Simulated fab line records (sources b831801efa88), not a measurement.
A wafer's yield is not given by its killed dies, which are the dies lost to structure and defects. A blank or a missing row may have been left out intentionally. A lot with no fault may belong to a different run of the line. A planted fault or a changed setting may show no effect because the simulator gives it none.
Matching of chambers | flow sky130 | rie_diel-01 running SKY_LI_CONTACT_ETCH_15: 4 sister chambers
The step etches PSG in C4F8/O2/Ar, stops on Si, target depth 600 nm. 4 wafers are shown with their chamber, then 7 later ones without.

## WAFERS WITH THEIR CHAMBER
wafer  | chamber | oes_product_au (a.u.)
L087.3 | 2       | 0.837
L087.6 | 0       | 0.832
L089.3 | 1       | 0.840
L089.4 | 3       | 0.836

## WAFERS WITHOUT THEIR CHAMBER
wafer  | oes_product_au (a.u.)
L089.5 | 0.832
L092.2 | 0.829
L092.3 | 0.842
L092.4 | 0.840
L095.2 | 0.834
L095.4 | 0.842
L095.5 | 0.837

## EACH ONE'S CHAMBER
wafer  | from the rows above          | in truth
L089.5 | 0                            | 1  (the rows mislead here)
L092.2 | 0                            | 0
L092.3 | can't be placed: 1 or 2      | 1
L092.4 | can't be placed: 1 or 2      | 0
L095.2 | can't be placed: 0 or 3 or 2 | 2
L095.4 | can't be placed: 1 or 2      | 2
L095.5 | can't be placed: 2 or 3 or 1 | 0
Correctly placed: 1 of 7. These rows do not allow placing 5 (true chamber among the candidates in 3). Number placed wrongly: 1.
How it was worked out, from the rows above alone: a wafer's distance from a chamber is the root of the sum, over the readings, of the square of ((its reading less the chamber's mean) divided by the reading's scatter). If the next closest chamber is less than 2 further off than the closest, the wafer can't be placed; otherwise it belongs to the closest. For every chamber, the mean is computed from those of its wafers that are shown. The scatter: with one shown wafer a chamber, the root of the mean of the squares of how far each hidden wafer lies from its nearest shown one.
